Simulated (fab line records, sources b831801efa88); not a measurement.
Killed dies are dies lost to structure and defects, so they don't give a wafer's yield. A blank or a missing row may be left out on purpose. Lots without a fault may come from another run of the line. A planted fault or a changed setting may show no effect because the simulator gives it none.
fab line records | flow sky130
record lots=6 wafers=18 last_day=49
route steps=708 shown VT_ADJUST_LVTN@104 VT_ADJUST_NCORE@119 VT_ADJUST_HVTR@131 VT_ADJUST_PCH@143 PAD_OPEN@708
lots that met no fault: from a run of the same line without faults
start_h: hours from the record's first day to the start of the lot's first wafer shown | wait_h: hours since the lot's step before | " the same as in the row above | L1.1+2: a row that stands for several wafers | - no value, or no start given | * or withheld: withheld | < > ~ a bound
route shown NAME@n: a module of which the file shows steps, and the number in the route of the first | usual: mean/standard deviation of fault-free wafers | same: alike in all rows | chamber/n: place in a boat | sites: the reading at each site | _std_site: their standard deviation | _edge_site: outer sites' mean less inner sites' | radius_mm: how far each site lies from the wafer's centre | mask NAME#n: copy n | behind: the tool/chamber that last shaped the wafer | hold: why the lot was held/for how many hours/how that ended | device: the transistor (n, p or np) that didn't switch | end of line: the same wafers' tests at the end of the route | a step without rows: its recipe alone | killed: dies lost to structure and defects at the first sort, not the wafer's yield | map: a wafer's dies, x killed, . not, _ none there
set.NAME: the setting as run; set.NAME@STEP: as run at that earlier step | model.NAME: the simulator's own value behind a step, which no gauge read
lots at some steps of the route; a table a step, a row a wafer
services: from which hour (start_h, from the record's first day; less than 0 if before it) a tool's chamber was out of use, for how many hours, and why
## steps
# step SKY_VT_ADJUST_LVTN_OVL_MEAS_07
# usual VT_ADJUST_LVTN_OVL=-0.4/1.3
# columns lot.wafer tool chamber start_h wait_h VT_ADJUST_LVTN_OVL[nm]
L798.1 overlay-01 - 157.33 - -0.4
L798.3 " - " " -0.7
L798.5 " - " " -1.1
L805.3 overlay-01 - 202.91 - -0.4
L805.4 " - " " 1.0
L805.6 " - " " -0.4
L806.2 overlay-02 - 214.03 - 0.7
L806.4 " - " " 0.3
L806.6 " - " " -1.3
L810.1 overlay-01 - 238.75 - -2.8
L810.3 " - " " 0.2
L810.4 " - " " -1.9
L812.2 overlay-02 - 252.28 - -1.8
L812.4 " - " " -1.8
L812.6 " - " " -0.1
L815.3 overlay-02 - 272.96 - -1.4
L815.4 " - " " -0.9
L815.5 " - " " -2.4
# step SKY_VT_ADJUST_LVTN_IMPLANT_08
# recipe species=B energy_kev=30 dose_cm2=1.57e+12 tilt_deg=withheld
# step SKY_VT_ADJUST_LVTN_STRIP_09
# recipe chemistry=O2/N2 power_w=1400 pressure_mtorr=1500 platen_temp_c=withheld o2_flow_sccm=3000 n2_flow_sccm=300 overash_fraction=0.5
# usual drypump_motor_current_A=5.8/0.47 o2_flow_sccm=2999/8.2 oes_product_au=0.722/0.0045 strip_time_to_endpoint_s=36.96/0.099
# columns lot.wafer tool chamber start_h wait_h drypump_motor_current_A o2_flow_sccm oes_product_au rf_hours_counter_h strip_time_to_endpoint_s
L798.1 plasma_asher-01 1 157.51 0.1 6.3 2994 0.724 36 37.06
L798.3 " 0 " " 6.2 2993 0.718 - 37.03
L798.5 " 1 " " 6.4 3001 0.717 - 37.00
L805.3 plasma_asher-01 0 203.12 0.1 6.2 2978 0.719 - 36.96
L805.4 " 1 " " 6.3 2994 0.721 - 37.09
L805.6 " 1 " " 6.3 2995 0.717 - 36.94
L806.2 plasma_asher-03 1 214.21 0.1 5.7 3000 0.727 9 36.83
L806.4 " 0 " " 6.0 3003 0.728 - 36.87
L806.6 " 1 " " 5.7 3008 0.726 - 36.99
L810.1 plasma_asher-01 0 238.99 0.1 6.2 3002 0.726 44 37.16
L810.3 " 0 " " 6.2 2997 0.724 - 37.06
L810.4 " 1 " " 6.3 3012 0.725 - 37.13
L812.2 plasma_asher-02 0 252.46 0.1 4.8 2989 0.726 55 36.96
L812.4 " 0 " " 4.8 2997 0.721 - 37.13
L812.6 " 0 " " 4.9 3011 0.723 - 36.91
L815.3 plasma_asher-02 0 273.17 0.1 4.9 2990 0.723 - 36.95
L815.4 " 1 " " 5.7 3003 0.718 - 36.96
L815.5 " 0 " " 4.9 2997 0.716 - 36.94
# step SKY_VT_ADJUST_LVTN_TW_MEAS_10
# usual VT_ADJUST_LVTN_TW=242.2/1.7
# columns lot.wafer tool chamber start_h wait_h VT_ADJUST_LVTN_TW
L798.1 film_metro-04 - 157.61 0.1 240.3
L798.3 " - " " 240.2
L798.5 " - " " 240.3
L805.3 film_metro-02 - 203.20 0.1 240.4
L805.4 " - " " 240.6
L805.6 " - " " 239.8
L806.2 film_metro-01 - 214.32 0.1 245.2
L806.4 " - " " 244.7
L806.6 " - " " 244.1
L810.1 film_metro-04 - 239.09 0.1 242.1
L810.3 " - " " 241.8
L810.4 " - " " 242.8
L812.2 film_metro-01 - 252.57 0.1 243.2
L812.4 " - " " 242.7
L812.6 " - " " 243.6
L815.3 film_metro-04 - 273.25 0.1 242.6
L815.4 " - " " 243.8
L815.5 " - " " 242.3
# step SKY_VT_ADJUST_LVTN_DEHYDRATE_11
# recipe temp_c=200 time_s=60
# step SKY_VT_ADJUST_LVTN_HMDS_12
# recipe prime_time_s=60 prime_temp_c=120
# step SKY_VT_ADJUST_LVTN_COAT_13
# recipe resist=NOVOLAK spin_rpm=3000 resist_thk_nm=1140
# step SKY_VT_ADJUST_LVTN_SOFTBAKE_14
# recipe temp_c=90 time_s=60 resist=NOVOLAK
# step SKY_VT_ADJUST_LVTN_EXPOSE_15
# recipe mask_id=HVN_STD_DERIVED na=0.6 source_shape=conventional sigma_outer=0.6 polarization=unpolarized target_cd_nm=600 dose_mj=163
# step SKY_VT_ADJUST_LVTN_PEB_16
# recipe temp_c=withheld time_s=* resist=NOVOLAK
# step SKY_VT_ADJUST_LVTN_DEVELOP_17
# recipe resist=NOVOLAK developer=TMAH develop_time_s=60 dev_temp_c=23
# step SKY_VT_ADJUST_LVTN_OVL_MEAS_18
# usual VT_ADJUST_LVTN_01_OVL=0.3/1.4
# columns lot.wafer tool chamber start_h wait_h VT_ADJUST_LVTN_01_OVL[nm]
L798.1 overlay-01 - 178.26 0.1 0.3
L798.3 " - " " 0.2
L798.5 " - " " 2.3
L805.3 overlay-02 - 225.29 0.1 2.4
L805.4 " - " " 2.9
L805.6 " - " " 1.2
L806.2 overlay-02 - 236.56 0.1 2.4
L806.4 " - " " 0.6
L806.6 " - " " 0.8
L810.1 overlay-01 - 262.60 0.1 -1.8
L810.3 " - " " 0.1
L810.4 " - " " -0.9
L812.2 overlay-01 - 277.13 0.1 -0.2
L812.4 " - " " -1.9
L812.6 " - " " -1.1
L815.3 overlay-01 - 298.11 0.1 -1.5
L815.4 " - " " -1.2
L815.5 " - " " 0.7
# step SKY_VT_ADJUST_LVTN_IMPLANT_19
# recipe species=B energy_kev=30 dose_cm2=6.5e+11 tilt_deg=withheld
# usual beam_energy_keV=30.001/0.0089 beam_on_s=10.00/0.2
# columns lot.wafer tool chamber start_h wait_h beam_energy_keV beam_on_s
L798.1 implanter-04 0 178.29 0.0 29.995 9.86
L798.3 " 0 " " 30.003 10.01
L798.5 " 0 " " 29.998 9.82
L805.3 implanter-04 0 225.36 0.1 29.987 9.71
L805.4 " 0 " " 29.987 9.93
L805.6 " 0 " " 29.994 10.13
L806.2 implanter-04 0 236.62 0.0 30.001 10.16
L806.4 " 0 " " 30.001 9.67
L806.6 " 0 " " 30.001 10.16
L810.1 implanter-02 0 262.63 0.0 29.995 10.32
L810.3 " 0 " " 29.990 10.06
L810.4 " 0 " " 29.988 9.78
L812.2 implanter-02 0 277.19 0.0 29.996 10.01
L812.4 " 0 " " 30.000 9.73
L812.6 " 0 " " 30.006 10.29
L815.3 implanter-01 0 298.18 0.1 30.017 10.30
L815.4 " 0 " " 30.002 10.05
L815.5 " 0 " " 30.000 10.12
# step SKY_VT_ADJUST_LVTN_STRIP_20
# recipe chemistry=O2/N2 power_w=1400 pressure_mtorr=1500 platen_temp_c=withheld o2_flow_sccm=3000 n2_flow_sccm=300 overash_fraction=0.5
# usual drypump_motor_current_A=5.9/0.44 o2_flow_sccm=2999/8.4 oes_product_au=0.716/0.0048 strip_time_to_endpoint_s=14.18/0.036
# columns lot.wafer tool chamber start_h wait_h drypump_motor_current_A o2_flow_sccm oes_product_au rf_hours_counter_h strip_time_to_endpoint_s
L798.1 plasma_asher-02 0 178.44 0.1 4.8 3001 0.718 47 14.23
L798.3 " 1 " " 5.7 3009 0.711 - 14.19
L798.5 " 1 " " 5.7 2990 0.712 - 14.17
L805.3 plasma_asher-02 0 225.50 0.1 4.8 3003 0.716 - 14.15
L805.4 " 1 " " 5.7 2992 0.711 - 14.16
L805.6 " 1 " " 5.7 2990 0.708 - 14.18
L806.2 plasma_asher-02 1 236.74 0.1 5.7 2984 0.711 53 14.18
L806.4 " 0 " " 4.9 2994 0.714 - 14.19
L806.6 " 1 " " 5.7 2985 0.722 - 14.18
L810.1 plasma_asher-03 0 262.78 0.1 6.0 2996 0.708 14 14.23
L810.3 " 1 " " 5.7 2994 0.717 - 14.22
L810.4 " 0 " " 6.0 2991 0.708 - 14.20
L812.2 plasma_asher-03 1 277.31 0.1 5.7 2989 0.710 15 14.12
L812.4 " 1 " " 5.7 2995 0.719 - 14.12
L812.6 " 0 " " 6.0 3004 0.721 - 14.14
L815.3 plasma_asher-03 1 298.32 0.1 5.7 3004 0.712 - 14.15
L815.4 " 0 " " 6.0 3000 0.710 - 14.14
L815.5 " 1 " " 5.7 3004 0.711 - 14.12
# step SKY_VT_ADJUST_LVTN_TW_MEAS_21
# usual VT_ADJUST_LVTN_2_TW=188.8/1.3
# columns lot.wafer tool chamber start_h wait_h VT_ADJUST_LVTN_2_TW
L798.1 film_metro-01 - 178.54 0.1 189.9
L798.3 " - " " 189.5
L798.5 " - " " 188.7
L805.3 film_metro-01 - 225.58 0.1 189.0
L805.4 " - " " 187.9
L805.6 " - " " 187.8
L806.2 film_metro-01 - 236.85 0.1 188.2
L806.4 " - " " 188.9
L806.6 " - " " 187.6
L810.1 film_metro-04 - 262.88 0.1 188.6
L810.3 " - " " 188.5
L810.4 " - " " 187.5
L812.2 film_metro-04 - 277.42 0.1 189.9
L812.4 " - " " 189.5
L812.6 " - " " 188.0
L815.3 film_metro-02 - 298.40 0.1 186.8
L815.4 " - " " 187.8
L815.5 " - " " 187.5
# step SKY_VT_ADJUST_NCORE_DEHYDRATE_00
# recipe temp_c=200 time_s=60
# step SKY_VT_ADJUST_NCORE_HMDS_01
# recipe prime_time_s=60 prime_temp_c=120
# step SKY_VT_ADJUST_NCORE_COAT_02
# recipe resist=NOVOLAK spin_rpm=3000 resist_thk_nm=1140
# step SKY_VT_ADJUST_NCORE_SOFTBAKE_03
# recipe temp_c=90 time_s=60 resist=NOVOLAK
# step SKY_VT_ADJUST_NCORE_EXPOSE_04
# recipe mask_id=LVTN_COMPLEMENT_THIN na=0.6 source_shape=conventional sigma_outer=0.6 polarization=unpolarized target_cd_nm=380 dose_mj=139
# step SKY_VT_ADJUST_NCORE_PEB_05
# recipe temp_c=withheld time_s=* resist=NOVOLAK
# step SKY_VT_ADJUST_NCORE_DEVELOP_06
# recipe resist=NOVOLAK developer=TMAH develop_time_s=60 dev_temp_c=23
# step SKY_VT_ADJUST_NCORE_CD_MEAS_07
# recipe target_cd_nm=380
# usual cd_nm=380.4/2.5
# columns lot.wafer tool chamber start_h wait_h cd_nm
L798.1 cd_sem-01 - 199.11 0.1 378.8
L798.3 " - " " 378.7
L798.5 " - " " 383.4
L805.3 cd_sem-01 - 248.90 0.1 381.9
L805.4 " - " " 381.9
L805.6 " - " " 382.9
L806.2 cd_sem-02 - 259.95 0.1 380.4
L806.4 " - " " 379.2
L806.6 " - " " 380.0
L810.1 cd_sem-01 - 286.89 0.1 381.1
L810.3 " - " " 381.7
L810.4 " - " " 383.4
L812.2 cd_sem-01 - 302.85 0.1 381.0
L812.4 " - " " 383.5
L812.6 " - " " 379.2
L815.3 cd_sem-01 - 324.20 0.1 381.1
L815.4 " - " " 380.3
L815.5 " - " " 381.6
# step SKY_VT_ADJUST_NCORE_OVL_MEAS_08
# usual VT_ADJUST_NCORE_OVL=0.2/1.7
# columns lot.wafer tool chamber start_h wait_h VT_ADJUST_NCORE_OVL[nm]
L798.1 overlay-02 - 199.23 0.1 0.7
L798.3 " - " " 0.8
L798.5 " - " " -1.4
L805.3 overlay-01 - 248.99 0.1 0.6
L805.4 " - " " -0.3
L805.6 " - " " -0.2
L806.2 overlay-01 - 260.05 0.1 0.6
L806.4 " - " " -0.1
L806.6 " - " " 0.8
L810.1 overlay-01 - 287.01 0.1 3.6
L810.3 " - " " 1.2
L810.4 " - " " 1.3
L812.2 overlay-02 - 302.95 0.1 0.5
L812.4 " - " " -2.7
L812.6 " - " " -1.3
L815.3 overlay-01 - 324.29 0.1 0.5
L815.4 " - " " 0.3
L815.5 " - " " -0.6
# step SKY_VT_ADJUST_NCORE_IMPLANT_09
# recipe species=B energy_kev=10 dose_cm2=2.4e+12 tilt_deg=withheld
# step SKY_VT_ADJUST_NCORE_STRIP_10
# recipe chemistry=O2/N2 power_w=1400 pressure_mtorr=1500 platen_temp_c=withheld o2_flow_sccm=3000 n2_flow_sccm=300 overash_fraction=0.5
# usual drypump_motor_current_A=5.5/0.37 o2_flow_sccm=2998/8.4 oes_product_au=0.716/0.0048 strip_time_to_endpoint_s=14.20/0.04
# columns lot.wafer tool chamber start_h wait_h drypump_motor_current_A o2_flow_sccm oes_product_au rf_hours_counter_h strip_time_to_endpoint_s
L798.1 plasma_asher-03 0 199.41 0.1 6.0 2992 0.715 7 14.19
L798.3 " 1 " " 5.7 2994 0.711 - 14.20
L798.5 " 1 " " 5.7 2991 0.727 - 14.22
L805.3 plasma_asher-02 0 249.20 0.1 4.8 2989 0.713 - 14.23
L805.4 " 1 " " 5.7 3014 0.718 - 14.23
L805.6 " 1 " " 5.7 3008 0.722 - 14.25
L806.2 plasma_asher-04 1 260.23 0.1 5.6 3001 0.704 58 14.15
L806.4 " 0 " " 5.4 3008 0.717 - 14.19
L806.6 " 0 " " 5.4 2995 0.723 - 14.15
L810.1 plasma_asher-04 1 287.19 0.1 5.6 2999 0.718 61 14.18
L810.3 " 1 " " 5.6 2996 0.715 - 14.15
L810.4 " 0 " " 5.4 2999 0.709 - 14.15
L812.2 plasma_asher-03 1 303.13 0.1 5.7 2991 0.711 18 14.18
L812.4 " 0 " " 6.0 2983 0.721 - 14.21
L812.6 " 1 " " 5.7 2991 0.712 - 14.21
L815.3 plasma_asher-02 0 324.50 0.1 4.9 2983 0.713 - 14.13
L815.4 " 1 " " 5.7 2980 0.721 - 14.14
L815.5 " 1 " " 5.7 2998 0.715 - 14.15
# step SKY_VT_ADJUST_NCORE_TW_MEAS_11
# usual VT_ADJUST_NCORE_TW=219.1/1.7
# columns lot.wafer tool chamber start_h wait_h VT_ADJUST_NCORE_TW
L798.1 film_metro-03 - 199.51 0.1 219.5
L798.3 " - " " 218.7
L798.5 " - " " 217.4
L805.3 film_metro-01 - 249.28 0.1 221.2
L805.4 " - " " 222.2
L805.6 " - " " 220.4
L806.2 film_metro-01 - 260.34 0.1 219.5
L806.4 " - " " 221.7
L806.6 " - " " 221.2
L810.1 film_metro-01 - 287.29 0.1 220.1
L810.3 " - " " 220.7
L810.4 " - " " 220.0
L812.2 film_metro-03 - 303.24 0.1 218.7
L812.4 " - " " 220.2
L812.6 " - " " 218.0
L815.3 film_metro-02 - 324.58 0.1 219.3
L815.4 " - " " 219.6
L815.5 " - " " 219.5
# step SKY_VT_ADJUST_HVTR_DEHYDRATE_00
# recipe temp_c=200 time_s=60
# step SKY_VT_ADJUST_HVTR_HMDS_01
# recipe prime_time_s=60 prime_temp_c=120
# step SKY_VT_ADJUST_HVTR_COAT_02
# recipe resist=NOVOLAK spin_rpm=3000 resist_thk_nm=1140
# step SKY_VT_ADJUST_HVTR_SOFTBAKE_03
# recipe temp_c=90 time_s=60 resist=NOVOLAK
# step SKY_VT_ADJUST_HVTR_EXPOSE_04
# recipe mask_id=HVTRM target_cd_nm=380 na=0.6 source_shape=conventional sigma_outer=0.6 dose_mj=150
# step SKY_VT_ADJUST_HVTR_PEB_05
# recipe temp_c=withheld time_s=* resist=NOVOLAK
# step SKY_VT_ADJUST_HVTR_DEVELOP_06
# recipe develop_time_s=60 dev_temp_c=23
# step SKY_VT_ADJUST_HVTR_CD_MEAS_07
# recipe target_cd_nm=380
# usual cd_nm=379.5/2.1
# columns lot.wafer tool chamber start_h wait_h cd_nm
L798.1 cd_sem-01 - 221.10 0.1 383.7
L798.3 " - " " 380.7
L798.5 " - " " 379.5
L805.3 cd_sem-01 - 272.77 0.1 379.3
L805.4 " - " " 378.5
L805.6 " - " " 376.5
L806.2 cd_sem-01 - 284.31 0.1 378.7
L806.4 " - " " 379.2
L806.6 " - " " 382.3
L810.1 cd_sem-02 - 312.53 0.1 379.5
L810.3 " - " " 381.1
L810.4 " - " " 378.9
L812.2 cd_sem-01 - 329.15 0.1 381.1
L812.4 " - " " 380.4
L812.6 " - " " 380.1
L815.3 cd_sem-02 - 350.67 0.1 378.7
L815.4 " - " " 377.8
L815.5 " - " " 377.7
# step SKY_VT_ADJUST_HVTR_OVL_MEAS_08
# usual VT_ADJUST_HVTR_OVL=-1.2/1.2
# columns lot.wafer tool chamber start_h wait_h VT_ADJUST_HVTR_OVL[nm]
L798.1 overlay-01 - 221.22 0.1 -0.6
L798.3 " - " " -2.2
L798.5 " - " " -1.3
L805.3 overlay-02 - 272.86 0.1 -0.6
L805.4 " - " " -0.9
L805.6 " - " " -3.8
L806.2 overlay-01 - 284.41 0.1 0.4
L806.4 " - " " -0.4
L806.6 " - " " -1.3
L810.1 overlay-01 - 312.65 0.1 -2.0
L810.3 " - " " -1.2
L810.4 " - " " -2.2
L812.2 overlay-02 - 329.25 0.1 -0.7
L812.4 " - " " 0.4
L812.6 " - " " -0.2
L815.3 overlay-01 - 350.76 0.1 -3.2
L815.4 " - " " -2.6
L815.5 " - " " -1.0
# step SKY_VT_ADJUST_HVTR_IMPLANT_09
# recipe species=B energy_kev=10 dose_cm2=2.1e+12 tilt_deg=withheld
# step SKY_VT_ADJUST_HVTR_STRIP_10
# recipe chemistry=O2/N2 power_w=1400 pressure_mtorr=1500 platen_temp_c=withheld o2_flow_sccm=3000 n2_flow_sccm=300 overash_fraction=0.5
# usual drypump_motor_current_A=5.6/0.51 o2_flow_sccm=3001/9 oes_product_au=0.715/0.0049 strip_time_to_endpoint_s=14.19/0.04
# columns lot.wafer tool chamber start_h wait_h drypump_motor_current_A o2_flow_sccm oes_product_au rf_hours_counter_h strip_time_to_endpoint_s
L798.1 plasma_asher-02 0 221.40 0.1 4.9 3010 0.718 52 14.17
L798.3 " 1 " " 5.7 3010 0.718 - 14.14
L798.5 " 1 " " 5.7 2999 0.710 - 14.12
L805.3 plasma_asher-04 1 273.07 0.1 5.6 2999 0.712 - 14.14
L805.4 " 0 " " 5.4 2978 0.713 - 14.20
L805.6 " 1 " " 5.6 2993 0.714 - 14.16
L806.2 plasma_asher-02 1 284.59 0.1 5.7 3003 0.720 58 14.19
L806.4 " 1 " " 5.7 3010 0.707 - 14.14
L806.6 " 1 " " 5.7 3003 0.713 - 14.17
L810.1 plasma_asher-02 0 312.83 0.1 4.9 2989 0.715 60 14.29
L810.3 " 1 " " 5.7 3004 0.714 - 14.22
L810.4 " 0 " " 4.9 3002 0.722 - 14.23
L812.2 plasma_asher-01 1 329.43 0.1 6.3 3014 0.717 53 14.18
L812.4 " 0 " " 6.2 3009 0.722 - 14.20
L812.6 " 0 " " 6.2 3002 0.715 - 14.21
L815.3 plasma_asher-02 1 350.97 0.1 5.7 3001 0.713 - 14.21
L815.4 " 0 " " 4.9 2992 0.706 - 14.24
L815.5 " 1 " " 5.7 2999 0.721 - 14.22
# step SKY_VT_ADJUST_HVTR_TW_MEAS_11
# usual VT_ADJUST_HVTR_TW=210.8/1.2
# columns lot.wafer tool chamber start_h wait_h VT_ADJUST_HVTR_TW
L798.1 film_metro-02 - 221.50 0.1 209.4
L798.3 " - " " 211.4
L798.5 " - " " 210.6
L805.3 film_metro-02 - 273.15 0.1 208.9
L805.4 " - " " 209.7
L805.6 " - " " 209.3
L806.2 film_metro-02 - 284.70 0.1 208.2
L806.4 " - " " 208.7
L806.6 " - " " 209.3
L810.1 film_metro-04 - 312.93 0.1 212.0
L810.3 " - " " 211.1
L810.4 " - " " 212.3
L812.2 film_metro-02 - 329.54 0.1 210.5
L812.4 " - " " 210.6
L812.6 " - " " 212.0
L815.3 film_metro-04 - 351.05 0.1 211.8
L815.4 " - " " 211.9
L815.5 " - " " 211.4
# step SKY_VT_ADJUST_PCH_DEHYDRATE_00
# recipe temp_c=200 time_s=60
# step SKY_VT_ADJUST_PCH_HMDS_01
# recipe prime_time_s=60 prime_temp_c=120
# step SKY_VT_ADJUST_PCH_COAT_02
# recipe spin_rpm=2000 resist_thk_nm=3000
# step SKY_PAD_OPEN_PROBE_99
# usual killed_at_M0_to_M3=42/7.4 killed_at_M4_up=3.3/2.1 killed_at_contacts=24/5.3 killed_at_front_end=15/4.5 killed_at_other=0.3/0.57 killed_dies=84/10 killed_open=46/7.5 killed_short=38/6.4
# same gross_dies=492 killed_at_back_side=0
# columns lot.wafer tool chamber start_h wait_h killed_at_M0_to_M3 killed_at_M4_up killed_at_contacts killed_at_front_end killed_at_other killed_dies killed_open killed_short model.etest.tip_n_5v.rs_ohm_sq_range model.etest.nfet_g5v0d10v5.vt_v_range
L798.1 prober-01 - 1091.25 0.1 42 4 31 24 0 101 55 46 20.82 0.01262
L798.3 prober-01 - 1091.35 0.2 39 0 25 8 0 72 41 31 33.09 0.01291
L798.5 prober-01 - 1091.45 0.2 40 3 21 12 1 77 44 33 12.79 0.01808
L805.3 prober-02 - 1131.57 0.2 42 4 30 17 0 93 51 42 24.76 0.02145
L805.4 prober-02 - 1131.62 0.2 35 3 23 19 0 80 51 29 37.07 0.02252
L805.6 prober-02 - 1131.72 0.2 36 4 22 22 0 84 42 42 31.95 0.02903
L806.2 prober-01 - 1142.46 0.1 41 8 36 22 0 107 65 42 37.85 0.02033
L806.4 prober-01 - 1142.56 0.2 42 4 22 6 0 74 45 29 30.78 0.03355
L806.6 prober-01 - 1142.66 0.2 52 1 22 16 0 91 51 40 49.8 0.02563
L810.1 prober-02 - 1160.41 0.1 42 1 22 8 1 74 41 33 39.13 0.01123
L810.3 prober-02 - 1160.51 0.2 33 1 19 17 0 70 41 29 26.29 0.009581
L810.4 prober-02 - 1160.56 0.2 46 6 27 10 0 89 51 38 12.78 0.01327
L812.2 prober-02 - 1170.32 0.1 43 2 22 18 0 85 43 40 39.14 0.01779
L812.4 prober-02 - 1170.42 0.2 48 1 22 9 0 80 40 40 39.62 0.0128
L812.6 prober-02 - 1170.52 0.2 57 3 27 13 0 100 55 44 40.63 0.01398
L815.3 prober-01 - 1183.88 0.2 41 4 17 11 0 73 44 29 44.92 0.009981
L815.4 prober-01 - 1183.93 0.2 45 2 28 11 0 86 53 33 27.77 0.0145
L815.5 prober-01 - 1183.98 0.2 35 2 28 10 1 76 46 30 46.57 0.01119
# killed by level:class
L798.1 CONTACT:geometric_particle:open=11 LI_CONTACT:geometric_particle:open=8 VIA1:geometric_particle:open=8 POLY_GATE:geometric_particle:short=6 VIA2:geometric_particle:short=6 VIA3:geometric_particle:open=6 FIELD_ISO:geometric_particle:open=5 CONTACT:geometric_particle:short=5
L798.3 VIA1:geometric_particle:open=11 VIA3:geometric_particle:open=7 CONTACT:geometric_particle:open=7 LI_CONTACT:geometric_particle:open=6 CONTACT:geometric_particle:short=6 METAL2:geometric_particle:short=5 LOCAL_INTERCONNECT:geometric_particle:short=4 METAL1:geometric_particle:short=4
L798.5 VIA1:geometric_particle:open=10 LI_CONTACT:geometric_particle:open=7 CONTACT:geometric_particle:short=7 CONTACT:geometric_particle:open=7 VIA3:geometric_particle:open=5 VIA1:geometric_particle:short=5 VIA3:geometric_particle:short=4 METAL1:geometric_particle:short=4
L805.3 VIA1:geometric_particle:open=12 CONTACT:geometric_particle:open=10 LI_CONTACT:geometric_particle:open=10 FIELD_ISO:geometric_particle:short=8 LOCAL_INTERCONNECT:geometric_particle:short=5 VIA3:geometric_particle:short=5 METAL2:geometric_particle:short=5 VIA3:geometric_particle:open=5
L805.4 VIA3:geometric_particle:open=10 CONTACT:geometric_particle:open=8 VIA1:geometric_particle:open=7 FIELD_ISO:geometric_particle:open=6 LI_CONTACT:geometric_particle:open=5 CONTACT:geometric_particle:short=5 VIA2:geometric_particle:open=5 FIELD_ISO:geometric_particle:short=4
L805.6 VIA1:geometric_particle:open=15 FIELD_ISO:geometric_particle:open=7 LI_CONTACT:geometric_particle:open=7 FIELD_ISO:geometric_particle:short=6 CONTACT:geometric_particle:open=5 POLY_GATE:geometric_particle:short=4 LOCAL_INTERCONNECT:geometric_particle:short=4 CONTACT:geometric_particle:short=4
L806.2 CONTACT:geometric_particle:open=14 LI_CONTACT:geometric_particle:open=13 VIA1:geometric_particle:open=10 VIA3:geometric_particle:open=8 FIELD_ISO:geometric_particle:short=6 METAL3:geometric_particle:short=6 METAL4:geometric_particle:short=6 POLY_GATE:geometric_particle:open=5
L806.4 VIA1:geometric_particle:open=13 LI_CONTACT:geometric_particle:open=8 VIA2:geometric_particle:short=8 CONTACT:geometric_particle:open=8 VIA3:geometric_particle:open=5 METAL2:geometric_particle:short=4 VIA2:geometric_particle:open=4 CONTACT:geometric_particle:short=3
L806.6 VIA1:geometric_particle:open=16 CONTACT:geometric_particle:open=9 VIA3:geometric_particle:short=7 VIA3:geometric_particle:open=6 POLY_GATE:geometric_particle:open=5 LOCAL_INTERCONNECT:geometric_particle:short=5 METAL1:geometric_particle:short=5 METAL2:geometric_particle:short=5
L810.1 VIA1:geometric_particle:open=11 CONTACT:geometric_particle:open=9 VIA1:geometric_particle:short=6 VIA3:geometric_particle:open=5 METAL1:geometric_particle:short=4 VIA2:geometric_particle:open=4 CONTACT:geometric_particle:short=3 LI_CONTACT:geometric_particle:open=3
L810.3 LI_CONTACT:geometric_particle:open=9 VIA1:geometric_particle:open=8 VIA1:geometric_particle:short=5 VIA3:geometric_particle:open=5 FIELD_ISO:geometric_particle:open=4 CONTACT:geometric_particle:open=4 METAL1:geometric_particle:short=4 FIELD_ISO:geometric_particle:short=3
L810.4 VIA1:geometric_particle:open=15 CONTACT:geometric_particle:open=10 LI_CONTACT:geometric_particle:open=8 METAL2:geometric_particle:short=7 VIA2:geometric_particle:open=6 METAL4:geometric_particle:short=5 CONTACT:geometric_particle:short=4 METAL1:geometric_particle:short=4
L812.2 CONTACT:geometric_particle:open=9 VIA1:geometric_particle:open=9 METAL1:geometric_particle:short=7 CONTACT:geometric_particle:short=6 VIA2:geometric_particle:open=6 VIA3:geometric_particle:open=6 FIELD_ISO:geometric_particle:open=5 FIELD_ISO:geometric_particle:short=4
L812.4 METAL1:geometric_particle:short=9 VIA1:geometric_particle:open=9 METAL2:geometric_particle:short=9 LI_CONTACT:geometric_particle:open=8 CONTACT:geometric_particle:open=6 VIA2:geometric_particle:open=5 VIA3:geometric_particle:open=5 VIA3:geometric_particle:short=4
L812.6 CONTACT:geometric_particle:open=11 VIA1:geometric_particle:open=10 VIA3:geometric_particle:open=10 LI_CONTACT:geometric_particle:open=8 VIA1:geometric_particle:short=6 METAL2:geometric_particle:short=6 VIA2:geometric_particle:open=5 METAL3:geometric_particle:short=5
L815.3 VIA3:geometric_particle:open=9 VIA1:geometric_particle:open=8 FIELD_ISO:geometric_particle:open=6 LI_CONTACT:geometric_particle:open=5 CONTACT:geometric_particle:open=5 METAL1:geometric_particle:short=5 VIA2:geometric_particle:open=5 LI_CONTACT:geometric_particle:short=4
L815.4 CONTACT:geometric_particle:open=11 VIA1:geometric_particle:open=9 LI_CONTACT:geometric_particle:open=7 VIA2:geometric_particle:open=7 VIA3:geometric_particle:open=7 FIELD_ISO:geometric_particle:open=6 VIA1:geometric_particle:short=5 LOCAL_INTERCONNECT:geometric_particle:short=5
L815.5 VIA2:geometric_particle:open=10 CONTACT:geometric_particle:open=9 LI_CONTACT:geometric_particle:open=7 VIA3:geometric_particle:open=7 CONTACT:geometric_particle:short=6 VIA1:geometric_particle:open=5 LOCAL_INTERCONNECT:geometric_particle:short=4 VIA1:geometric_particle:short=3
## services
# columns tool chamber start_h hours kind
implanter-01 - 134.59 3.9 repair
plasma_asher-03 - 151.97 6.0 repair
implanter-01 - 185.86 2.3 repair
implanter-01 - 189.56 1.5 repair
implanter-01 - 199.50 4.6 repair
implanter-01 - 205.82 2.4 repair
implanter-02 - 212.96 3.4 repair
implanter-02 - 238.35 4.2 repair
implanter-01 - 246.41 2.1 repair
implanter-04 - 261.41 3.2 pm
implanter-01 - 309.73 3.2 repair
plasma_asher-03 - 320.86 18.4 repair
implanter-01 - 324.21 3.2 pm
implanter-04 - 336.48 1.3 repair
plasma_asher-01 - 347.46 2.8 pm
## key
first_sign none at tools or gauges
model_effect step=SKY_PAD_OPEN_PROBE_99 value=etest.tip_n_5v.rs_ohm_sq_range without=29.45 struck=35.37
met_at SKY_VT_ADJUST_LVTN_IMPLANT_19
struck_wafers L805.3,L805.4,L805.6,L806.2,L806.4,L806.6
tester_left_out L805,L806
onset_between 178.29 225.36
also_fits SKY_VT_ADJUST_LVTN_STRIP_20:plasma_asher-02
fault kind=process_parameter_drift tool=implanter-04 chamber=- onset_h=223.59 steps=SKY_VT_ADJUST_LVTN_IMPLANT_19 channel=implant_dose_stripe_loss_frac offset=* shape=step end_h=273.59
# tester_left_out: of these lots the tester's yield and bins aren't shown, on N5 and GAA mostly nor the transistor test; their killed dies are dies lost to structure and defects alone, not to doping, threshold or leakage, so they don't give the yield
